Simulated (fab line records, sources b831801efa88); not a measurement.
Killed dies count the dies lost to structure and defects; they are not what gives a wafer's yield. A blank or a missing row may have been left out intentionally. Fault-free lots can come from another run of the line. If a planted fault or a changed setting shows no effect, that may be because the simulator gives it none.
fab line records	flow sky130
record lots=12	wafers=36	last_day=50
route steps=708 shown VIA2@523 METAL5@661 PAD_OPEN@707
lots that met no fault: taken from a fault-free run of the same line
start_h: start of the lot's first displayed wafer, in hours after the record's first day	wait_h: hours from the lot's prior step to this one	" unchanged from the row above	L1.1+2: one row covering several wafers at once	- either no value or no given start	* or withheld: withheld	< > ~ a bound
route shown NAME@n: a module of which the file shows steps, and the number in the route of the first	usual: mean and standard deviation over wafers with no fault	same: alike in all rows	chamber/n: place in a boat	sites: the reading at each site	_std_site: standard deviation across them	_edge_site: outer sites' mean less inner sites'	radius_mm: how far each site lies from the wafer's centre	mask NAME#n: copy n	behind: tool/chamber where the wafer was last shaped	hold: why the lot was held/for how many hours/how that ended	device: the transistor (n, p or np) that didn't switch	end of line: the route-end tests of the same wafers	a step without rows: its recipe alone	killed: dies that structure and defects cost at the first sort, which is not the same as the wafer's yield	map: the dies of a wafer, with x for killed, . for not killed, _ for no die there
set.NAME: setting as actually run; set.NAME@STEP: the setting as run at that earlier step	model.NAME: the simulator's own value behind a step, which no gauge read
steps of the route over a sample of lots; a table a step, a row a wafer
services: from which hour (start_h, from the record's first day; less than 0 if before it) a tool's chamber was out of use, for how many hours, and why
## steps
# step SKY_VIA2_STRIP_16
# recipe chemistry=O2/N2	power_w=1400	pressure_mtorr=1500	platen_temp_c=withheld	o2_flow_sccm=3000	n2_flow_sccm=300	overash_fraction=0.5
# usual drypump_motor_current_A=5.56/0.25	oes_product_au=0.398/0.0047	strip_time_to_endpoint_s=4.066/0.029
lot.wafer	tool	chamber	start_h	wait_h	drypump_motor_current_A	oes_product_au	rf_hours_counter_h	strip_time_to_endpoint_s
L641.1	plasma_asher-01	1	857.24	0.0	5.85	0.398	42	4.045
L641.2	"	0	"	"	5.34	0.398	42	4.030
L641.3	"	1	"	"	5.83	0.397	-	4.064
L643.4	plasma_asher-03	1	862.52	0.1	5.25	0.400	-	4.143
L643.5	"	0	"	"	5.34	0.400	-	4.088
L643.6	"	1	"	"	5.23	0.396	-	4.121
L644.1	plasma_asher-01	1	867.84	0.0	5.81	0.396	43	4.099
L644.4	"	0	"	"	5.32	0.395	-	4.049
L644.5	"	0	"	"	5.34	0.401	-	4.074
L645.2	plasma_asher-01	0	870.67	0.0	5.33	0.398	43	4.158
L645.4	"	0	"	"	5.33	0.404	-	4.117
L645.6	"	1	"	"	5.81	0.398	-	4.071
L646.1	plasma_asher-04	1	888.87	0.0	5.86	0.398	78	4.035
L646.2	"	0	"	"	5.69	0.394	78	4.077
L646.6	"	1	"	"	5.86	0.399	-	4.070
L648.2	plasma_asher-01	1	902.27	0.0	5.83	0.397	46	4.033
L648.3	"	0	"	"	5.35	0.400	-	4.071
L648.4	"	1	"	"	5.83	0.395	-	4.045
L650.4	plasma_asher-03	1	916.32	0.0	5.20	0.409	-	4.096
L650.5	"	0	"	"	5.38	0.392	-	4.046
L650.6	"	1	"	"	5.21	0.400	-	4.064
L651.1	plasma_asher-01	0	931.84	0.0	5.34	0.397	48	4.046
L651.3	"	0	"	"	5.35	0.396	-	4.051
L651.5	"	0	"	"	5.35	0.393	-	4.033
L653.1	plasma_asher-01	1	947.93	0.0	5.84	0.405	50	4.086
L653.3	"	1	"	"	5.82	0.399	-	4.093
L653.5	"	0	"	"	5.34	0.397	-	4.098
L654.2	plasma_asher-01	1	951.48	0.0	5.81	0.406	50	4.086
L654.4	"	1	"	"	5.84	0.400	-	4.056
L654.5	"	1	"	"	5.81	0.396	-	4.058
L655.2	plasma_asher-03	1	959.12	0.0	5.21	0.398	112	4.046
L655.3	"	1	"	"	5.23	0.403	-	4.059
L655.5	"	1	"	"	5.22	0.392	-	4.051
L663.1	plasma_asher-04	0	1001.43	0.0	5.69	0.390	89	4.054
L663.2	"	1	"	"	5.84	0.404	89	4.067
L663.4	"	0	"	"	5.70	0.400	-	4.050
# step SKY_METAL5_SPUTTER_00
# recipe material=Ti	target_thk_nm=15	power_w=3000	time_s=10	chamber_pressure_pa=0.4
# usual throttle_valve_pct=30.0/0.8
lot.wafer	tool	chamber	start_h	wait_h	throttle_valve_pct
L641.1	pvd_sputter-03	-	1015.20	0.2	29.3
L641.2	"	-	"	"	29.9
L641.3	"	-	"	"	30.9
L643.4	pvd_sputter-04	-	1018.01	0.2	31.5
L643.5	"	-	"	"	29.3
L643.6	"	-	"	"	29.8
L644.1	pvd_sputter-04	-	1022.03	0.2	31.9
L644.4	"	-	"	"	30.1
L644.5	"	-	"	"	29.6
L645.2	pvd_sputter-01	-	1024.67	0.1	30.3
L645.4	"	-	"	"	30.8
L645.6	"	-	"	"	30.4
L646.1	pvd_sputter-04	-	1040.02	0.1	31.4
L646.2	"	-	"	"	30.3
L646.6	"	-	"	"	30.0
L648.2	pvd_sputter-01	-	1052.74	0.1	30.7
L648.3	"	-	"	"	30.5
L648.4	"	-	"	"	30.3
L650.4	pvd_sputter-04	-	1063.80	0.2	29.7
L650.5	"	-	"	"	29.8
L650.6	"	-	"	"	31.6
L651.1	pvd_sputter-01	-	1077.60	0.2	30.3
L651.3	"	-	"	"	30.6
L651.5	"	-	"	"	30.3
L653.1	pvd_sputter-04	-	1091.79	0.2	29.5
L653.3	"	-	"	"	29.8
L653.5	"	-	"	"	29.4
L654.2	pvd_sputter-04	-	1094.35	0.2	29.9
L654.4	"	-	"	"	31.6
L654.5	"	-	"	"	29.9
L655.2	pvd_sputter-03	-	1099.69	0.2	30.7
L655.3	"	-	"	"	29.9
L655.5	"	-	"	"	30.6
L663.1	pvd_sputter-01	-	1136.94	0.1	30.0
L663.2	"	-	"	"	30.3
L663.4	"	-	"	"	30.3
# step SKY_METAL5_SPUTTER_03
# recipe material=Ti	target_thk_nm=5	power_w=3000	time_s=3.3	chamber_pressure_pa=0.4
# usual throttle_valve_pct=30.0/0.82
lot.wafer	tool	chamber	start_h	wait_h	throttle_valve_pct
L641.1	pvd_sputter-03	-	1015.30	0.0	29.5
L641.2	"	-	"	"	29.4
L641.3	"	-	"	"	30.5
L643.4	pvd_sputter-04	-	1018.11	0.0	31.4
L643.5	"	-	"	"	29.5
L643.6	"	-	"	"	30.2
L644.1	pvd_sputter-04	-	1022.13	0.0	31.7
L644.4	"	-	"	"	30.0
L644.5	"	-	"	"	29.5
L645.2	pvd_sputter-01	-	1024.77	0.0	30.2
L645.4	"	-	"	"	30.5
L645.6	"	-	"	"	30.4
L646.1	pvd_sputter-04	-	1040.11	0.0	31.6
L646.2	"	-	"	"	29.9
L646.6	"	-	"	"	30.0
L648.2	pvd_sputter-01	-	1052.84	0.0	30.8
L648.3	"	-	"	"	30.5
L648.4	"	-	"	"	30.4
L650.4	pvd_sputter-04	-	1063.90	0.0	29.8
L650.5	"	-	"	"	29.4
L650.6	"	-	"	"	31.5
L651.1	pvd_sputter-01	-	1077.70	0.0	30.2
L651.3	"	-	"	"	30.5
L651.5	"	-	"	"	30.4
L653.1	pvd_sputter-04	-	1091.88	0.0	29.3
L653.3	"	-	"	"	29.7
L653.5	"	-	"	"	29.4
L654.2	pvd_sputter-04	-	1094.45	0.0	29.7
L654.4	"	-	"	"	31.7
L654.5	"	-	"	"	30.0
L655.2	pvd_sputter-03	-	1099.79	0.0	30.7
L655.3	"	-	"	"	29.8
L655.5	"	-	"	"	30.9
L663.1	pvd_sputter-01	-	1137.04	0.0	29.8
L663.2	"	-	"	"	30.3
L663.4	"	-	"	"	30.5
# step SKY_PAD_OPEN_BOW_MEAS_13
# recipe mode=bow
# usual PAD_OPEN_BOW=47/9.6
lot.wafer	tool	chamber	start_h	wait_h	PAD_OPEN_BOW[um]
L641.1	film_metro-01	-	1084.41	-	32
L641.2	"	-	"	"	39
L641.3	"	-	"	"	57
L643.4	film_metro-02	-	1085.97	-	63
L643.5	"	-	"	"	62
L643.6	"	-	"	"	71
L644.1	film_metro-01	-	1089.28	-	46
L644.4	"	-	"	"	35
L644.5	"	-	"	"	37
L645.2	film_metro-04	-	1092.70	-	57
L645.4	"	-	"	"	51
L645.6	"	-	"	"	46
L646.1	film_metro-02	-	1106.45	-	33
L646.2	"	-	"	"	50
L646.6	"	-	"	"	47
L648.2	film_metro-01	-	1118.12	-	36
L648.3	"	-	"	"	35
L648.4	"	-	"	"	32
L650.4	film_metro-04	-	1127.76	-	46
L650.5	"	-	"	"	41
L650.6	"	-	"	"	41
L651.1	film_metro-04	-	1140.92	-	41
L651.3	"	-	"	"	37
L651.5	"	-	"	"	36
L653.1	film_metro-01	-	1153.38	-	33
L653.3	"	-	"	"	34
L653.5	"	-	"	"	27
L654.2	film_metro-04	-	1155.06	-	56
L654.4	"	-	"	"	61
L654.5	"	-	"	"	64
L655.2	film_metro-04	-	1161.06	-	41
L655.3	"	-	"	"	56
L655.5	"	-	"	"	48
L663.1	film_metro-01	-	1191.13	-	51
L663.2	"	-	"	"	56
L663.4	"	-	"	"	50
# step SKY_PAD_OPEN_PROBE_99
# usual defect_limited_yield=82.3/1.9	killed_at_M0_to_M3=44/6.9	killed_at_M4_up=3.3/2.1	killed_at_contacts=24/4.8	killed_at_front_end=15/4.4	killed_at_other=0.2/0.48	killed_dies=87/9.5	killed_on_rim=17/4	killed_open=48/6.5	killed_short=39/6.3	sort_bin_3_pad_short=0.9/0.48	sort_bin_5_function=10.5/1.5	sort_bin_6_memory=6.3/1.1	sort_n_pass=405/9.5	sort_yield_pct=82.3/1.9
# same gross_dies=492	killed_at_back_side=0	sort_bin_4_leakage[%]=0	sort_bin_8_speed[%]=0
lot.wafer	tool	chamber	start_h	wait_h	defect_limited_yield[%]	killed_at_M0_to_M3	killed_at_M4_up	killed_at_contacts	killed_at_front_end	killed_at_other	killed_dies	killed_on_rim	killed_open	killed_short	sort_bin_3_pad_short[%]	sort_bin_5_function[%]	sort_bin_6_memory[%]	sort_n_pass	sort_yield_pct[%]
L641.1	prober-01	-	1084.53	0.1	79.7	57	4	24	15	0	100	18	48	52	1.2	10.6	8.5	392	79.7
L641.2	prober-01	-	1084.58	0.1	82.3	38	4	30	14	1	87	15	49	38	1.2	9.6	6.9	405	82.3
L641.3	prober-01	-	1084.63	0.2	81.9	53	6	18	11	1	89	15	41	48	2.2	10.6	5.3	403	81.9
L643.4	prober-01	-	1086.18	0.2	82.7	43	3	28	11	0	85	13	52	33	0.8	10.8	5.7	407	82.7
L643.5	prober-01	-	1086.23	0.2	79.5	47	3	25	26	0	101	18	59	42	0	13.0	7.5	391	79.5
L643.6	prober-01	-	1086.28	0.2	83.1	42	2	28	11	0	83	20	57	26	0.4	9.1	7.3	409	83.1
L644.1	prober-01	-	1089.40	0.1	86.6	32	3	18	13	0	66	9	39	27	0.4	8.3	4.7	426	86.6
L644.4	prober-01	-	1089.55	0.2	85.8	44	3	15	8	0	70	16	41	29	1.0	8.5	4.7	422	85.8
L644.5	prober-01	-	1089.60	0.2	78.0	56	9	24	19	0	108	18	53	55	0.8	12.8	8.3	384	78.0
L645.2	prober-02	-	1092.85	0.1	80.7	53	7	21	14	0	95	19	54	41	1.2	12.0	6.1	397	80.7
L645.4	prober-02	-	1092.95	0.2	80.5	51	3	25	16	1	96	18	50	46	0.4	12.2	6.9	396	80.5
L645.6	prober-02	-	1093.05	0.2	83.5	33	3	34	11	0	81	10	43	38	0.2	10.8	5.5	411	83.5
L646.1	prober-01	-	1106.57	0.1	84.8	41	3	20	11	0	75	14	46	29	0.4	8.7	6.1	417	84.8
L646.2	prober-01	-	1106.62	0.1	81.3	54	4	23	11	0	92	21	53	38	0.6	9.3	8.7	400	81.3
L646.6	prober-01	-	1106.82	0.2	82.1	45	4	19	20	0	88	19	46	42	0.8	10.2	6.9	404	82.1
L648.2	prober-01	-	1118.27	0.1	82.1	46	2	28	12	0	88	20	49	39	0.6	11.0	6.3	404	82.1
L648.3	prober-01	-	1118.32	0.2	83.7	42	1	19	17	1	80	13	50	30	0.4	10.4	5.5	412	83.7
L648.4	prober-01	-	1118.37	0.2	81.9	44	3	28	14	0	89	17	53	36	0.8	9.6	7.7	403	81.9
L650.4	prober-01	-	1127.97	0.2	79.3	59	4	26	12	1	102	19	54	48	1.0	11.4	8.3	390	79.3
L650.5	prober-01	-	1128.02	0.2	81.3	55	2	22	13	0	92	15	59	33	1.0	9.1	8.5	400	81.3
L650.6	prober-01	-	1128.07	0.2	78.9	60	1	30	13	0	104	22	56	48	0.8	13.6	6.7	388	78.9
L651.1	prober-02	-	1141.04	0.1	81.9	36	3	33	16	1	89	20	42	47	1.0	8.1	8.9	403	81.9
L651.3	prober-02	-	1141.14	0.2	81.5	47	2	22	20	0	91	17	50	41	0.8	10.8	6.9	401	81.5
L651.5	prober-02	-	1141.24	0.2	81.5	50	1	21	19	0	91	22	51	39	1.0	10.4	7.1	401	81.5
L653.1	prober-02	-	1153.50	0.1	73.4	84	8	20	18	1	131	26	41	43	4.9	14.0	7.7	361	73.4
L653.3	prober-02	-	1153.60	0.2	76.4	74	2	25	15	0	116	30	39	35	3.9	13.8	5.9	376	76.4
L653.5	prober-02	-	1153.70	0.2	83.9	36	4	22	17	0	79	17	44	35	0.2	10.0	5.9	413	83.9
L654.2	prober-01	-	1155.21	0.1	75.0	90	1	22	10	0	123	26	45	34	4.7	15.2	5.1	369	75.0
L654.4	prober-01	-	1155.31	0.2	74.4	91	1	23	11	0	126	30	43	39	4.1	15.2	6.3	366	74.4
L654.5	prober-01	-	1155.36	0.2	75.6	84	1	26	9	0	120	25	43	36	5.5	12.4	6.5	372	75.6
L655.2	prober-02	-	1161.21	0.1	80.5	51	5	29	11	0	96	23	53	43	1.2	10.4	7.9	396	80.5
L655.3	prober-02	-	1161.26	0.2	80.7	50	0	28	17	0	95	14	49	46	0.8	12.4	6.1	397	80.7
L655.5	prober-02	-	1161.36	0.2	82.9	45	5	17	16	1	84	19	45	39	0.8	9.8	6.5	408	82.9
L663.1	prober-02	-	1191.25	0.1	83.5	42	4	21	14	0	81	15	46	35	0.4	10.4	5.7	411	83.5
L663.2	prober-02	-	1191.30	0.1	84.3	42	5	21	9	0	77	15	37	40	0.8	8.3	6.5	415	84.3
L663.4	prober-02	-	1191.40	0.2	80.7	46	2	30	17	0	95	19	58	37	0.2	12.0	7.1	397	80.7
# killed by level:class
L641.1 VIA1:geometric_particle:open=12 METAL1:geometric_particle:short=8 VIA3:geometric_particle:open=7 LI_CONTACT:geometric_particle:open=6 CONTACT:geometric_particle:short=6 VIA1:geometric_particle:short=6 CONTACT:geometric_particle:open=6 METAL2:geometric_particle:short=6
L641.2 CONTACT:geometric_particle:open=12 LI_CONTACT:geometric_particle:open=10 VIA1:geometric_particle:open=9 VIA3:geometric_particle:short=6 FIELD_ISO:geometric_particle:short=4 VIA1:geometric_particle:short=4 VIA3:geometric_particle:open=4 METAL2:geometric_particle:short=4
L641.3 VIA1:geometric_particle:open=14 VIA1:geometric_particle:short=8 CONTACT:geometric_particle:open=7 METAL1:geometric_particle:short=7 METAL2:geometric_particle:short=7 FIELD_ISO:geometric_particle:short=6 LI_CONTACT:geometric_particle:open=5 VIA2:geometric_particle:open=5
L643.4 VIA1:geometric_particle:open=16 CONTACT:geometric_particle:open=11 LI_CONTACT:geometric_particle:open=7 METAL1:geometric_particle:short=7 VIA2:geometric_particle:open=6 CONTACT:geometric_particle:short=5 VIA1:geometric_particle:short=5 FIELD_ISO:geometric_particle:open=4
L643.5 VIA1:geometric_particle:open=10 CONTACT:geometric_particle:open=9 FIELD_ISO:geometric_particle:open=8 VIA3:geometric_particle:open=8 CONTACT:geometric_particle:short=7 LI_CONTACT:geometric_particle:open=6 METAL2:geometric_particle:short=6 FIELD_ISO:geometric_particle:short=5
L643.6 CONTACT:geometric_particle:open=12 LI_CONTACT:geometric_particle:open=11 VIA1:geometric_particle:open=9 VIA3:geometric_particle:open=7 VIA2:geometric_particle:open=5 CONTACT:geometric_particle:short=4 METAL1:geometric_particle:short=4 METAL2:geometric_particle:short=4
L644.1 VIA1:geometric_particle:open=13 LI_CONTACT:geometric_particle:open=9 CONTACT:geometric_particle:open=5 POLY_GATE:geometric_particle:short=4 POLY_GATE:geometric_particle:open=4 VIA1:geometric_particle:short=4 VIA2:geometric_particle:open=3 FIELD_ISO:geometric_particle:short=2
L644.4 VIA1:geometric_particle:open=13 CONTACT:geometric_particle:open=7 VIA3:geometric_particle:open=7 METAL2:geometric_particle:short=6 CONTACT:geometric_particle:short=5 VIA2:geometric_particle:open=5 VIA1:geometric_particle:short=4 VIA3:geometric_particle:short=4
L644.5 VIA1:geometric_particle:open=15 LI_CONTACT:geometric_particle:open=9 VIA1:geometric_particle:short=9 METAL4:geometric_particle:short=9 VIA2:geometric_particle:open=8 FIELD_ISO:geometric_particle:short=7 CONTACT:geometric_particle:short=7 CONTACT:geometric_particle:open=7
L645.2 VIA1:geometric_particle:open=16 METAL2:geometric_particle:short=9 CONTACT:geometric_particle:open=8 POLY_GATE:geometric_particle:short=6 VIA2:geometric_particle:open=6 VIA3:geometric_particle:open=6 LI_CONTACT:geometric_particle:open=5 VIA1:geometric_particle:short=5
L645.4 METAL1:geometric_particle:short=10 VIA1:geometric_particle:open=10 CONTACT:geometric_particle:open=9 VIA2:geometric_particle:open=9 VIA3:geometric_particle:open=7 CONTACT:geometric_particle:short=6 FIELD_ISO:geometric_particle:open=5 METAL2:geometric_particle:short=4
L645.6 CONTACT:geometric_particle:open=11 LI_CONTACT:geometric_particle:open=9 VIA1:geometric_particle:open=9 CONTACT:geometric_particle:short=8 VIA3:geometric_particle:open=8 METAL2:geometric_particle:short=5 POLY_GATE:geometric_particle:open=4 LI_CONTACT:geometric_particle:short=4
L646.1 VIA1:geometric_particle:open=16 CONTACT:geometric_particle:open=9 VIA3:geometric_particle:open=5 POLY_GATE:geometric_particle:short=4 LOCAL_INTERCONNECT:geometric_particle:short=4 METAL1:geometric_particle:short=4 VIA1:geometric_particle:short=4 FIELD_ISO:geometric_particle:open=3
L646.2 VIA1:geometric_particle:open=12 VIA3:geometric_particle:open=10 CONTACT:geometric_particle:open=9 VIA2:geometric_particle:open=7 METAL1:geometric_particle:short=7 VIA1:geometric_particle:short=6 LI_CONTACT:geometric_particle:open=5 CONTACT:geometric_particle:short=4
L646.6 VIA1:geometric_particle:open=9 VIA3:geometric_particle:open=9 METAL2:geometric_particle:short=7 CONTACT:geometric_particle:open=6 VIA1:geometric_particle:short=6 LI_CONTACT:geometric_particle:open=5 FIELD_ISO:geometric_particle:open=4 FIELD_ISO:geometric_particle:short=4
L648.2 CONTACT:geometric_particle:open=16 VIA1:geometric_particle:open=11 METAL1:geometric_particle:short=10 CONTACT:geometric_particle:short=6 VIA3:geometric_particle:short=5 FIELD_ISO:geometric_particle:short=4 POLY_GATE:geometric_particle:open=4 VIA1:geometric_particle:short=4
L648.3 VIA1:geometric_particle:open=12 VIA2:geometric_particle:open=11 CONTACT:geometric_particle:open=6 METAL2:geometric_particle:short=6 CONTACT:geometric_particle:short=5 VIA3:geometric_particle:open=5 POLY_GATE:geometric_particle:short=4 LI_CONTACT:geometric_particle:open=4
L648.4 CONTACT:geometric_particle:open=12 VIA1:geometric_particle:open=12 METAL1:geometric_particle:short=9 LI_CONTACT:geometric_particle:open=6 VIA2:geometric_particle:open=6 FIELD_ISO:geometric_particle:open=4 CONTACT:geometric_particle:short=4 METAL2:geometric_particle:short=4
L650.4 VIA1:geometric_particle:open=21 CONTACT:geometric_particle:open=9 CONTACT:geometric_particle:short=8 FIELD_ISO:geometric_particle:open=7 VIA1:geometric_particle:short=7 METAL1:geometric_particle:short=6 LI_CONTACT:geometric_particle:open=5 VIA2:geometric_particle:short=5
L650.5 VIA3:geometric_particle:open=14 LI_CONTACT:geometric_particle:open=12 VIA1:geometric_particle:open=11 VIA3:geometric_particle:short=9 VIA2:geometric_particle:open=7 FIELD_ISO:geometric_particle:open=5 METAL2:geometric_particle:short=3 METAL1:geometric_particle:short=3
L650.6 VIA1:geometric_particle:open=12 CONTACT:geometric_particle:open=9 LI_CONTACT:geometric_particle:open=9 VIA3:geometric_particle:open=9 VIA1:geometric_particle:short=9 VIA2:geometric_particle:open=9 METAL1:geometric_particle:short=6 LOCAL_INTERCONNECT:geometric_particle:short=5
L651.1 CONTACT:geometric_particle:open=14 LOCAL_INTERCONNECT:geometric_particle:short=7 VIA1:geometric_particle:short=7 VIA2:geometric_particle:open=6 METAL1:geometric_particle:short=6 LI_CONTACT:geometric_particle:open=5 CONTACT:geometric_particle:short=5 FIELD_ISO:geometric_particle:open=4
L651.3 VIA3:geometric_particle:open=9 VIA1:geometric_particle:open=9 VIA1:geometric_particle:short=8 LOCAL_INTERCONNECT:geometric_particle:short=7 CONTACT:geometric_particle:open=7 POLY_GATE:geometric_particle:open=6 FIELD_ISO:geometric_particle:short=5 FIELD_ISO:geometric_particle:open=4
L651.5 VIA1:geometric_particle:open=13 VIA2:geometric_particle:open=8 FIELD_ISO:geometric_particle:open=6 LI_CONTACT:geometric_particle:open=6 VIA2:geometric_particle:short=6 VIA3:geometric_particle:open=6 FIELD_ISO:geometric_particle:short=5 METAL1:geometric_particle:short=5
L653.1 VIA2:unspecified=46 VIA1:geometric_particle:open=10 FIELD_ISO:geometric_particle:short=7 LI_CONTACT:geometric_particle:open=7 CONTACT:geometric_particle:open=7 METAL2:geometric_particle:short=6 METAL1:geometric_particle:short=6 METAL4:geometric_particle:short=6
L653.3 VIA2:unspecified=42 VIA1:geometric_particle:open=9 CONTACT:geometric_particle:open=8 FIELD_ISO:geometric_particle:short=7 LI_CONTACT:geometric_particle:open=6 CONTACT:geometric_particle:short=5 METAL1:geometric_particle:short=5 FIELD_ISO:geometric_particle:open=4
L653.5 VIA2:geometric_particle:open=10 VIA1:geometric_particle:open=9 CONTACT:geometric_particle:open=8 FIELD_ISO:geometric_particle:short=6 LOCAL_INTERCONNECT:geometric_particle:short=6 VIA3:geometric_particle:open=6 CONTACT:geometric_particle:short=4 FIELD_ISO:geometric_particle:open=3
L654.2 VIA2:unspecified=44 VIA1:geometric_particle:open=13 CONTACT:geometric_particle:open=9 LI_CONTACT:geometric_particle:open=7 VIA2:geometric_particle:short=6 METAL1:geometric_particle:short=5 METAL2:geometric_particle:short=5 VIA3:geometric_particle:open=4
L654.4 VIA2:unspecified=44 CONTACT:geometric_particle:open=12 VIA1:geometric_particle:open=10 CONTACT:geometric_particle:short=7 METAL2:geometric_particle:short=7 VIA2:geometric_particle:open=7 METAL1:geometric_particle:short=6 VIA2:geometric_particle:short=5
L654.5 VIA2:unspecified=41 CONTACT:geometric_particle:open=9 VIA1:geometric_particle:open=7 VIA3:geometric_particle:open=7 METAL2:geometric_particle:short=6 CONTACT:geometric_particle:short=5 VIA2:geometric_particle:open=5 METAL3:geometric_particle:short=5
L655.2 VIA1:geometric_particle:open=15 LI_CONTACT:geometric_particle:open=12 CONTACT:geometric_particle:open=8 METAL1:geometric_particle:short=8 CONTACT:geometric_particle:short=6 FIELD_ISO:geometric_particle:short=5 VIA2:geometric_particle:open=5 VIA1:geometric_particle:short=5
L655.3 CONTACT:geometric_particle:open=10 VIA1:geometric_particle:open=9 VIA2:geometric_particle:open=8 LOCAL_INTERCONNECT:geometric_particle:short=7 METAL1:geometric_particle:short=7 METAL2:geometric_particle:short=6 VIA1:geometric_particle:short=6 VIA3:geometric_particle:open=6
L655.5 LI_CONTACT:geometric_particle:open=8 VIA1:geometric_particle:open=8 VIA1:geometric_particle:short=7 METAL2:geometric_particle:short=7 VIA2:geometric_particle:open=6 VIA3:geometric_particle:open=6 CONTACT:geometric_particle:open=5 VIA2:geometric_particle:short=5
L663.1 VIA1:geometric_particle:open=9 CONTACT:geometric_particle:open=7 VIA3:geometric_particle:open=6 VIA2:geometric_particle:open=6 LI_CONTACT:geometric_particle:open=6 LOCAL_INTERCONNECT:geometric_particle:short=4 VIA1:geometric_particle:short=4 FIELD_ISO:geometric_particle:open=3
L663.2 VIA1:geometric_particle:open=9 METAL2:geometric_particle:short=5 LI_CONTACT:geometric_particle:short=5 LOCAL_INTERCONNECT:geometric_particle:short=5 CONTACT:geometric_particle:open=5 METAL3:geometric_particle:short=5 METAL4:geometric_particle:short=5 LI_CONTACT:geometric_particle:open=4
L663.4 LI_CONTACT:geometric_particle:open=14 VIA1:geometric_particle:open=12 CONTACT:geometric_particle:open=7 VIA1:geometric_particle:short=6 POLY_GATE:geometric_particle:open=5 FIELD_ISO:geometric_particle:open=4 METAL1:geometric_particle:short=4 VIA2:geometric_particle:short=4
## services
tool	chamber	start_h	hours	kind
plasma_asher-04	-	895.76	11.9	repair
plasma_asher-01	-	913.27	14.6	pm
pvd_sputter-01	-	917.61	70.1	repair
pvd_sputter-04	-	931.62	4.3	repair
plasma_asher-04	-	962.06	0.3	repair
pvd_sputter-03	-	969.41	24.1	repair
pvd_sputter-01	-	1005.04	1.1	repair
pvd_sputter-04	-	1042.56	3.5	repair
plasma_asher-03	-	1055.25	9.0	pm
plasma_asher-03	0	1055.25	9.0	vent_cycle
plasma_asher-03	1	1055.25	9.0	vent_cycle
plasma_asher-03	0	1064.25	-	clean
plasma_asher-03	1	1064.25	-	clean
plasma_asher-01	-	1108.41	0.9	repair
pvd_sputter-01	-	1114.84	2.6	repair
pvd_sputter-03	-	1115.12	3.4	repair
plasma_asher-04	-	1120.74	14.6	pm
pvd_sputter-04	-	1129.60	3.5	repair
pvd_sputter-03	-	1136.29	9.7	repair
## key
first_sign step=SKY_PAD_OPEN_PROBE_99	reading=sort_bin_3_pad_short	direction=up	sigmas=7.7	usual=0.9	struck=4.6
effect step=SKY_PAD_OPEN_PROBE_99	reading=killed_at_M0_to_M3	direction=up	sigmas=5.9	usual=44	struck=85
met_at SKY_VIA2_STRIP_16
struck_lots L653,L654
struck_wafers L653.1,L653.3,L654.2,L654.4,L654.5
not_acting_at SKY_METAL5_SPUTTER_00,SKY_METAL5_SPUTTER_03,SKY_PAD_OPEN_BOW_MEAS_13
onset_between 902.27 947.93
fault kind=chamber_particle_source	tool=plasma_asher-01	chamber=1	onset_h=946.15	steps=SKY_VIA2_STRIP_16	rate_per_visit_cm2=2.2314	end_h=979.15
